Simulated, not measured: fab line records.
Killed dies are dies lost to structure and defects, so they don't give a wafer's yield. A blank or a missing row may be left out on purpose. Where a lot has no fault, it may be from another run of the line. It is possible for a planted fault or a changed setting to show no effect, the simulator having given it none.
Chamber matching :: flow sky130 :: 4 sister chambers for SKY_VIA1_CMP_24 on cmp-02
The step polishes, stops on SiO2, t overpolish 15 s, target thk 0 nm. 4 wafers are shown with their chamber, then 12 later ones without.

## WAFERS, EACH WITH ITS CHAMBER
wafer: L088.6
chamber: 1
motor_current_A (A): 11.2

wafer: L089.6
chamber: 2
motor_current_A (A): 12.5

wafer: L090.5
chamber: 0
motor_current_A (A): 8.6

wafer: L090.6
chamber: 3
motor_current_A (A): 11.3

## WAFERS WHOSE CHAMBER IS MISSING
wafer: L094.3
motor_current_A (A): 11.8

wafer: L094.5
motor_current_A (A): 11.6

wafer: L094.6
motor_current_A (A): 8.4

wafer: L095.1
motor_current_A (A): 12.5

wafer: L095.2
motor_current_A (A): 8.5

wafer: L095.6
motor_current_A (A): 12.4

wafer: L096.1
motor_current_A (A): 12.4

wafer: L096.3
motor_current_A (A): 8.1

wafer: L096.5
motor_current_A (A): 11.6

wafer: L097.2
motor_current_A (A): 11.8

wafer: L097.3
motor_current_A (A): 12.0

wafer: L097.5
motor_current_A (A): 12.3

## THE CHAMBER EACH PASSED THROUGH
wafer: L094.3
from the rows above: can't be placed: 3 or 1 or 2
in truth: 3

wafer: L094.5
from the rows above: can't be placed: 3 or 1 or 2
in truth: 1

wafer: L094.6
from the rows above: 0
in truth: 0

wafer: L095.1
from the rows above: 2
in truth: 2

wafer: L095.2
from the rows above: 0
in truth: 0

wafer: L095.6
from the rows above: 2
in truth: 2

wafer: L096.1
from the rows above: 2
in truth: 2

wafer: L096.3
from the rows above: 0
in truth: 0

wafer: L096.5
from the rows above: can't be placed: 3 or 1 or 2
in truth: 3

wafer: L097.2
from the rows above: can't be placed: 3 or 1 or 2
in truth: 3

wafer: L097.3
from the rows above: can't be placed: 2 or 3 or 1
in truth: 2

wafer: L097.5
from the rows above: 2
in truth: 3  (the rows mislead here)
Placed correctly: 6 of 12. These rows do not allow placing 5 (true chamber among the candidates in 5). 1 placed wrongly.
How it was worked out, from the rows above alone: a wafer's distance from a chamber is the root of the sum, over the readings, of the square of ((its reading less the chamber's mean) divided by the reading's scatter). The wafer belongs to the nearest chamber; if the next one is less than 2 further off, it can't be placed. Each chamber's mean is taken over the wafers shown for it. The scatter: root of mean squared gap, hidden wafer to nearest shown wafer, with one shown wafer a chamber.
